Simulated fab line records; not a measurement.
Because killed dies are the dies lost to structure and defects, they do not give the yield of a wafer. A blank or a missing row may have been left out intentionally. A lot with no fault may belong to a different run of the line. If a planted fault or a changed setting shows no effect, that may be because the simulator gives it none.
fab line records	flow sky130
[record] lots = 15	wafers = 45	lastDay = 50
route steps=708 shown LDD_P@266 LDD_LDN@296 SD_P@327 SD_N@344
lots with no fault: from the same line, run without faults
startH: hours from the record's opening day to when the first of the lot's shown wafers began	waitH: hours since the lot's step before	" unchanged from the row above	L1.1+2: a row that stands for several wafers	- value missing, or start not given	* or withheld: withheld	< > ~ a bound
route shown NAME@n: a module of which the file shows steps, and the number in the route of the first	usual: average and standard deviation across the fault-free wafers	same: alike in all rows	chamber/n: place in a boat	sites: per-site readings	_std_site: the values' standard deviation	_edge_site: the outer-site mean with the inner-site mean subtracted	radiusMm: how far each site lies from the wafer's centre	mask NAME#n: copy n	behind: the last tool/chamber to shape the wafer	hold: cause of the lot's hold/its duration in hours/its outcome	device: the transistor (n, p or np) that didn't switch	end of line: tests run on the same wafers once the route is complete	where a step has no rows: the recipe by itself	killed: not the wafer's yield, but the dies lost to structure and defects at the first sort	map: the dies of a wafer, with x for killed, . for not killed, _ for no die there
set.NAME: the setting that was run; set.NAME@STEP: the one run at that earlier step	model.NAME: the simulator's own value behind a step, which no gauge read
steps of the route over a sample of lots; a table a step, a row a wafer
services: the hour from which a tool's chamber was out of use, counted from the record's first day as startH (under 0 if before that day), plus the number of hours and why
[[steps]]
[step SKY_LDD_P_TW_MEAS_11]
[usual] LDD_P_TW = 637/6.9
lot.wafer	tool	chamber	startH	waitH	LDD_P_TW
L433.2	filmMetro-04	-	432.56	0.1	632
L433.4	"	-	"	"	633
L433.6	"	-	"	"	632
L435.2	filmMetro-04	-	447.56	0.1	639
L435.3	"	-	"	"	635
L435.5	"	-	"	"	631
L436.1	filmMetro-01	-	455.44	0.1	628
L436.3	"	-	"	"	630
L436.5	"	-	"	"	630
L438.2	filmMetro-04	-	475.45	0.1	640
L438.3	"	-	"	"	641
L438.6	"	-	"	"	640
L439.1	filmMetro-04	-	482.93	0.1	640
L439.4	"	-	"	"	639
L439.5	"	-	"	"	639
L441.1	filmMetro-01	-	506.03	0.1	629
L441.2	"	-	"	"	630
L441.4	"	-	"	"	627
L443.3	filmMetro-02	-	525.50	0.1	641
L443.4	"	-	"	"	642
L443.5	"	-	"	"	642
L445.1	filmMetro-02	-	538.95	0.1	647
L445.2	"	-	"	"	647
L445.3	"	-	"	"	646
L446.2	filmMetro-04	-	547.56	0.1	635
L446.4	"	-	"	"	635
L446.6	"	-	"	"	631
L447.3	filmMetro-02	-	558.10	0.1	643
L447.4	"	-	"	"	640
L447.6	"	-	"	"	643
L451.1	filmMetro-02	-	590.58	0.1	643
L451.3	"	-	"	"	648
L451.6	"	-	"	"	641
L452.1	filmMetro-02	-	605.13	0.1	645
L452.2	"	-	"	"	643
L452.4	"	-	"	"	646
L454.3	filmMetro-01	-	620.30	0.1	629
L454.4	"	-	"	"	631
L454.5	"	-	"	"	633
L455.1	filmMetro-02	-	628.60	0.1	644
L455.4	"	-	"	"	640
L455.6	"	-	"	"	648
L456.2	filmMetro-01	-	635.01	0.1	628
L456.5	"	-	"	"	621
L456.6	"	-	"	"	625
[step SKY_LDD_LDN_OVL_MEAS_07]
[usual] LDD_LDN_OVL = 0.2/1.7
lot.wafer	tool	chamber	startH	waitH	LDD_LDN_OVL[nm]
L433.2	overlay-01	-	524.78	0.1	2.5
L433.4	"	-	"	"	-0.5
L433.6	"	-	"	"	0.0
L435.2	overlay-01	-	539.38	0.1	-0.4
L435.3	"	-	"	"	0.8
L435.5	"	-	"	"	-1.8
L436.1	overlay-01	-	547.79	0.1	0.8
L436.3	"	-	"	"	1.3
L436.5	"	-	"	"	0.5
L438.2	overlay-02	-	566.08	0.1	-0.2
L438.3	"	-	"	"	-2.9
L438.6	"	-	"	"	-3.4
L439.1	overlay-01	-	574.28	0.1	1.5
L439.4	"	-	"	"	2.1
L439.5	"	-	"	"	3.0
L441.1	overlay-01	-	596.69	0.1	-0.1
L441.2	"	-	"	"	1.7
L441.4	"	-	"	"	0.5
L443.3	overlay-02	-	614.44	0.1	1.7
L443.4	"	-	"	"	0.9
L443.5	"	-	"	"	-1.3
L445.1	overlay-02	-	627.74	0.1	-1.8
L445.2	"	-	"	"	-2.4
L445.3	"	-	"	"	-1.7
L446.2	overlay-01	-	636.00	0.1	-1.3
L446.4	"	-	"	"	-0.4
L446.6	"	-	"	"	1.5
L447.3	overlay-01	-	645.30	0.1	0.5
L447.4	"	-	"	"	0.1
L447.6	"	-	"	"	0.8
L451.1	overlay-02	-	677.08	0.1	1.9
L451.3	"	-	"	"	-0.8
L451.6	"	-	"	"	1.1
L452.1	overlay-02	-	690.04	0.1	0.2
L452.2	"	-	"	"	1.3
L452.4	"	-	"	"	-0.5
L454.3	overlay-01	-	706.35	0.1	3.4
L454.4	"	-	"	"	2.4
L454.5	"	-	"	"	3.1
L455.1	overlay-02	-	713.49	0.1	-0.6
L455.4	"	-	"	"	-0.6
L455.6	"	-	"	"	0.2
L456.2	overlay-02	-	719.65	0.1	0.7
L456.5	"	-	"	"	-1.6
L456.6	"	-	"	"	-0.8
[step SKY_SD_P_CD_MEAS_07]
[recipe] targetCdNm = 380
[usual] cdNm = 380.7/2.7
lot.wafer	tool	chamber	startH	waitH	cdNm
L433.2	cdSem-01	-	589.04	0.1	379.8
L433.4	"	-	"	"	380.4
L433.6	"	-	"	"	377.7
L435.2	cdSem-01	-	600.66	0.1	379.0
L435.3	"	-	"	"	381.1
L435.5	"	-	"	"	380.3
L436.1	cdSem-02	-	609.99	0.1	383.5
L436.3	"	-	"	"	384.4
L436.5	"	-	"	"	381.1
L438.2	cdSem-01	-	626.51	0.1	377.6
L438.3	"	-	"	"	379.4
L438.6	"	-	"	"	377.4
L439.1	cdSem-02	-	635.67	0.1	379.7
L439.4	"	-	"	"	381.5
L439.5	"	-	"	"	380.8
L441.1	cdSem-01	-	656.77	0.1	380.7
L441.2	"	-	"	"	378.0
L441.4	"	-	"	"	380.2
L443.3	cdSem-02	-	674.13	0.1	380.9
L443.4	"	-	"	"	380.7
L443.5	"	-	"	"	379.4
L445.1	cdSem-01	-	686.54	0.1	375.9
L445.2	"	-	"	"	376.8
L445.3	"	-	"	"	377.1
L446.2	cdSem-02	-	695.76	0.1	380.6
L446.4	"	-	"	"	380.3
L446.6	"	-	"	"	381.8
L447.3	cdSem-01	-	704.21	0.1	377.9
L447.4	"	-	"	"	377.4
L447.6	"	-	"	"	378.0
L451.1	cdSem-01	-	735.34	0.1	381.7
L451.3	"	-	"	"	383.1
L451.6	"	-	"	"	382.9
L452.1	cdSem-01	-	747.74	0.1	379.1
L452.2	"	-	"	"	378.1
L452.4	"	-	"	"	381.1
L454.3	cdSem-02	-	765.11	0.1	380.0
L454.4	"	-	"	"	380.7
L454.5	"	-	"	"	379.4
L455.1	cdSem-01	-	770.79	0.1	386.7
L455.4	"	-	"	"	387.0
L455.6	"	-	"	"	387.8
L456.2	cdSem-01	-	776.06	0.1	378.1
L456.5	"	-	"	"	376.6
L456.6	"	-	"	"	375.3
[step SKY_SD_N_COAT_02]
[recipe] resist = NOVOLAK	spinRpm = 3000	resistThkNm = 1140
[usual] chillPlateTempC = 22.98/0.1	dispensePressureKPa = 47/3.5	resistLineTempC = 23.01/0.096
lot.wafer	tool	chamber	startH	waitH	chillPlateTempC	dispensePressureKPa	resistLineTempC
L433.2	lithoTrack-04	0	632.26	0.1	23.04	52	23.08
L433.4	"	0	"	"	23.01	52	23.10
L433.6	"	0	"	"	23.08	52	22.93
L435.2	lithoTrack-02	0	644.50	0.1	22.86	45	23.01
L435.3	"	0	"	"	22.86	45	23.00
L435.5	"	0	"	"	22.88	45	23.17
L436.1	lithoTrack-02	0	653.63	0.1	23.16	45	22.96
L436.3	"	0	"	"	23.16	45	23.11
L436.5	"	0	"	"	22.99	45	23.12
L438.2	lithoTrack-04	0	669.51	0.1	22.88	52	23.08
L438.3	"	0	"	"	22.88	52	23.05
L438.6	"	0	"	"	23.02	52	23.08
L439.1	lithoTrack-04	0	678.64	0.1	22.90	52	23.04
L439.4	"	0	"	"	23.01	52	23.03
L439.5	"	0	"	"	22.97	52	23.04
L441.1	lithoTrack-01	0	698.69	0.1	23.00	44	23.00
L441.2	"	0	"	"	22.97	44	22.83
L441.4	"	0	"	"	23.06	44	22.84
L443.3	lithoTrack-01	0	715.74	0.1	22.95	44	23.03
L443.4	"	0	"	"	23.05	44	23.01
L443.5	"	0	"	"	22.83	44	22.95
L445.1	lithoTrack-04	-	729.39	0.1	-	-	-
L445.2	"	-	"	"	-	-	-
L445.3	"	-	"	"	-	-	-
L446.2	lithoTrack-04	-	737.41	0.1	-	-	-
L446.4	"	-	"	"	-	-	-
L446.6	"	-	"	"	-	-	-
L447.3	lithoTrack-04	-	745.09	0.1	-	-	-
L447.4	"	-	"	"	-	-	-
L447.6	"	-	"	"	-	-	-
L451.1	lithoTrack-01	0	776.19	0.1	23.09	44	23.04
L451.3	"	0	"	"	22.95	44	22.82
L451.6	"	0	"	"	23.25	44	22.91
L452.1	lithoTrack-04	0	787.44	0.1	22.94	52	22.99
L452.2	"	0	"	"	23.05	52	23.01
L452.4	"	0	"	"	22.83	52	23.04
L454.3	lithoTrack-01	0	806.09	0.1	23.16	44	23.04
L454.4	"	0	"	"	23.06	44	23.02
L454.5	"	0	"	"	23.08	44	23.02
L455.1	lithoTrack-04	0	810.69	0.1	22.93	52	23.12
L455.4	"	0	"	"	22.92	52	23.13
L455.6	"	0	"	"	22.82	52	23.14
L456.2	lithoTrack-04	0	815.11	0.1	22.99	52	22.83
L456.5	"	0	"	"	23.09	52	23.01
L456.6	"	0	"	"	23.03	52	23.01
[step SKY_SD_N_CD_MEAS_07]
[recipe] targetCdNm = 380
[usual] cdNm = 380.4/2.5
lot.wafer	tool	chamber	startH	waitH	cdNm
L433.2	cdSem-01	-	646.86	0.1	381.2
L433.4	"	-	"	"	380.9
L433.6	"	-	"	"	379.5
L435.2	cdSem-02	-	658.76	0.1	380.1
L435.3	"	-	"	"	377.0
L435.5	"	-	"	"	377.1
L436.1	cdSem-02	-	668.18	0.1	375.5
L436.3	"	-	"	"	376.6
L436.5	"	-	"	"	377.5
L438.2	cdSem-02	-	683.46	0.1	377.7
L438.3	"	-	"	"	383.2
L438.6	"	-	"	"	380.3
L439.1	cdSem-02	-	693.29	0.1	382.6
L439.4	"	-	"	"	382.9
L439.5	"	-	"	"	381.9
L441.1	cdSem-02	-	712.50	0.2	379.8
L441.2	"	-	"	"	379.2
L441.4	"	-	"	"	379.6
L443.3	cdSem-02	-	729.97	0.1	379.7
L443.4	"	-	"	"	380.5
L443.5	"	-	"	"	379.2
L445.1	cdSem-01	-	743.14	0.1	-
L445.2	"	-	"	"	-
L445.3	"	-	"	"	-
L446.2	cdSem-01	-	751.61	0.1	-
L446.4	"	-	"	"	-
L446.6	"	-	"	"	-
L447.3	cdSem-02	-	759.17	0.1	-
L447.4	"	-	"	"	-
L447.6	"	-	"	"	-
L451.1	cdSem-02	-	789.23	0.1	378.1
L451.3	"	-	"	"	378.9
L451.6	"	-	"	"	377.4
L452.1	cdSem-02	-	800.79	0.1	382.1
L452.2	"	-	"	"	381.9
L452.4	"	-	"	"	383.3
L454.3	cdSem-02	-	819.57	0.1	384.9
L454.4	"	-	"	"	380.4
L454.5	"	-	"	"	382.5
L455.1	cdSem-01	-	824.14	0.1	383.7
L455.4	"	-	"	"	381.6
L455.6	"	-	"	"	381.4
L456.2	cdSem-02	-	828.75	0.1	380.6
L456.5	"	-	"	"	380.8
L456.6	"	-	"	"	380.9
[[services]]
tool	chamber	startH	hours	kind
lithoTrack-04	-	687.68	-	consumableReplace:filter
[[key]]
[firstSign] step = SKY_SD_N_COAT_02	reading = toolRecord	direction = missing
[effect] step = SKY_SD_N_CD_MEAS_07	reading = cdNm	direction = missing
metAt SKY_SD_N_COAT_02
struckLots L445,L446,L447
sortLeftOut L445.1,L445.2,L445.3,L446.2,L446.4,L446.6,L447.3,L447.4,L447.6
testerLeftOut L445,L446,L447
notActingAt SKY_LDD_P_TW_MEAS_11,SKY_LDD_LDN_OVL_MEAS_07,SKY_SD_P_CD_MEAS_07
onsetBetween 678.64 729.39
[fault] kind = skippedStepWhole	tool = lithoTrack-04	chamber = -	onsetH = 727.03	steps = SKY_SD_N_COAT_02	scope = struckLotsOnly
// testerLeftOut: of these lots the tester's yield and bins aren't shown, on N5 and GAA mostly nor the transistor test; their killed dies are dies lost to structure and defects alone, not to doping, threshold or leakage, so they don't give the yield
// sortLeftOut: the simulated sort isn't trusted on such a fault, so these wafers' sort isn't shown, and their yield isn't known
